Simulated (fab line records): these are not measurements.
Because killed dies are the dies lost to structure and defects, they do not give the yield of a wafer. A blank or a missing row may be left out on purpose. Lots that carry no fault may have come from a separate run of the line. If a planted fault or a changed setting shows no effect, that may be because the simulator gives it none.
Check of tool commonality + flow gf180mcu + Lots sampled 13, wafers sampled 39

## WHY THIS WAS OPENED
2 of 13 lots carry a flag on the reading MVSD_RS at GF_VT_IMPLANT_RS_MEAS_46. Fault-free wafers read 456.8 ohm/sq, with a standard deviation of 1.2.
Rule: a lot is flagged when every wafer of it that has a number lies more than 4 standard deviations from that mean, or none has a number. As for the other lots, they are considered sound.

| lot  | measured     | on            | MVSD_RS (ohm/sq), wafer by wafer | flag    |
|------|--------------|---------------|----------------------------------|---------|
| L792 | day 7 14:38  | film metro-04 | 458.4 458.4 457.3                |         |
| L794 | day 8 01:45  | film metro-03 | 456.6 455.4 455.4                |         |
| L795 | day 8 07:54  | film metro-01 | 456.7 455.9 454.8                |         |
| L796 | day 8 16:26  | film metro-04 | 459.1 458.2 457.2                |         |
| L797 | day 9 00:23  | film metro-01 | 455.8 456.6 455.3                |         |
| L798 | day 9 03:44  | film metro-04 | 458.1 458.2 457.7                |         |
| L803 | day 10 18:46 | film metro-03 | 469.8 469.4 468.8                | FLAGGED |
| L804 | day 11 01:02 | film metro-04 | 471.0 472.1 470.8                | FLAGGED |
| L808 | day 12 05:59 | film metro-04 | 455.7 458.1 455.7                |         |
| L810 | day 12 18:26 | film metro-03 | 455.8 457.7 456.7                |         |
| L811 | day 13 01:14 | film metro-03 | 456.7 456.2 456.5                |         |
| L812 | day 13 08:49 | film metro-04 | 458.0 457.3 457.3                |         |
| L815 | day 14 03:28 | film metro-04 | 458.8 457.8 459.0                |         |
On average the flagged lots' numbers are 470.3 ohm/sq, which is +13.5 ohm/sq against the usual, or +11 standard deviations.

## WHICH TOOL RAN EACH LOT
Before the reading, the record contains 2 process steps out of a 602-step route. Cell contents, in order: the tool; ch with the chambers the sampled wafers went through; the start.
| lot  | flag    | GF_MVSD_IMPLANT_08              | GF_VT_IMPLANT_STRIP_09               |
|------|---------|---------------------------------|--------------------------------------|
| L792 |         | implanter-03 ch 0, day 4 10:56  | plasma asher-03 ch 0,1, day 5 16:13  |
| L794 |         | implanter-01 ch 0, day 4 21:30  | plasma asher-03 ch 0,1, day 6 02:35  |
| L795 |         | implanter-03 ch 0, day 5 02:40  | plasma asher-03 ch 0,1, day 6 08:02  |
| L796 |         | implanter-01 ch 0, day 5 09:17  | plasma asher-04 ch 0,1, day 6 15:02  |
| L797 |         | implanter-02 ch 0, day 5 16:26  | plasma asher-04 ch 0,1, day 6 22:38  |
| L798 |         | implanter-02 ch 0, day 5 19:41  | plasma asher-02 ch 0,1, day 7 02:34  |
| L803 | FLAGGED | implanter-01 ch 0, day 7 04:41  | plasma asher-02 ch 0,1, day 8 14:04  |
| L804 | FLAGGED | implanter-01 ch 0, day 7 08:50  | plasma asher-02 ch 0,1, day 8 18:43  |
| L808 |         | implanter-03 ch 0, day 8 08:44  | plasma asher-02 ch 0,1, day 9 20:35  |
| L810 |         | implanter-02 ch 0, day 8 20:37  | plasma asher-03 ch 0,1, day 10 08:40 |
| L811 |         | implanter-03 ch 0, day 9 02:02  | plasma asher-03 ch 0,1, day 10 15:05 |
| L812 |         | implanter-03 ch 0, day 9 09:23  | plasma asher-02 ch 0,1, day 10 22:13 |
| L815 |         | implanter-02 ch 0, day 10 01:31 | plasma asher-02 ch 0,1, day 11 14:53 |
What is done by these steps:
- GF_MVSD_IMPLANT_08
- GF_VT_IMPLANT_STRIP_09: strips in O2/N2.
- GF_VT_IMPLANT_RS_MEAS_46: measures by four-point-probe.

## FLAGGED AGAINST TOTAL, ONE TOOL AT A TIME (gauges that did the reading follow at the end)
| step                     | tool            | lots run | flagged | share of the flagged lots | sound lots run after its first flagged lot |
|--------------------------|-----------------|----------|---------|---------------------------|--------------------------------------------|
| GF_MVSD_IMPLANT_08       | implanter-01    | 4        | 2       | all                       | 0                                          |
| GF_MVSD_IMPLANT_08       | implanter-02    | 4        | 0       | none                      | -                                          |
| GF_MVSD_IMPLANT_08       | implanter-03    | 5        | 0       | none                      | -                                          |
| GF_VT_IMPLANT_STRIP_09   | plasma asher-02 | 6        | 2       | all                       | 3 (L808,L812,L815)                         |
| GF_VT_IMPLANT_STRIP_09   | plasma asher-03 | 5        | 0       | none                      | -                                          |
| GF_VT_IMPLANT_STRIP_09   | plasma asher-04 | 2        | 0       | none                      | -                                          |
| GF_VT_IMPLANT_RS_MEAS_46 | film metro-01   | 2        | 0       | none                      | -                                          |
| GF_VT_IMPLANT_RS_MEAS_46 | film metro-03   | 4        | 1       | some                      | 2 (L810,L811)                              |
| GF_VT_IMPLANT_RS_MEAS_46 | film metro-04   | 7        | 1       | some                      | 3 (L808,L812,L815)                         |

## THE TABLE: WHAT IT ALLOWS
2 rows of the table ran every flagged lot: implanter-01 at GF_MVSD_IMPLANT_08, plasma asher-02 at GF_VT_IMPLANT_STRIP_09.
- implanter-01 at GF_MVSD_IMPLANT_08 ran 4 lots, 2 of them flagged. A fault beginning between L796 (day 5 09:17), its last sound lot, and L803 (day 7 04:41), its first flagged one, fits the data. Its own readings (dose ions cm2) fall more than 4 standard deviations out on all wafers of the flagged lots.
- plasma asher-02 at GF_VT_IMPLANT_STRIP_09 ran 6 lots, 2 of them flagged. Sound lots ran on it after the first flagged one (L808, L812, L815), which a lasting fault on the whole tool wouldn't allow.
Left over: one tool, implanter-01 at GF_MVSD_IMPLANT_08.

## WHAT WAS PUT IN BY THE SIMULATOR
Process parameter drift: implanter-01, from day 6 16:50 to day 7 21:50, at GF_MVSD_IMPLANT_08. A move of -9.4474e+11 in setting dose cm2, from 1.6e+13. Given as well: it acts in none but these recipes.
Struck lots among those shown: L803, L804. The same result came from the rule above.
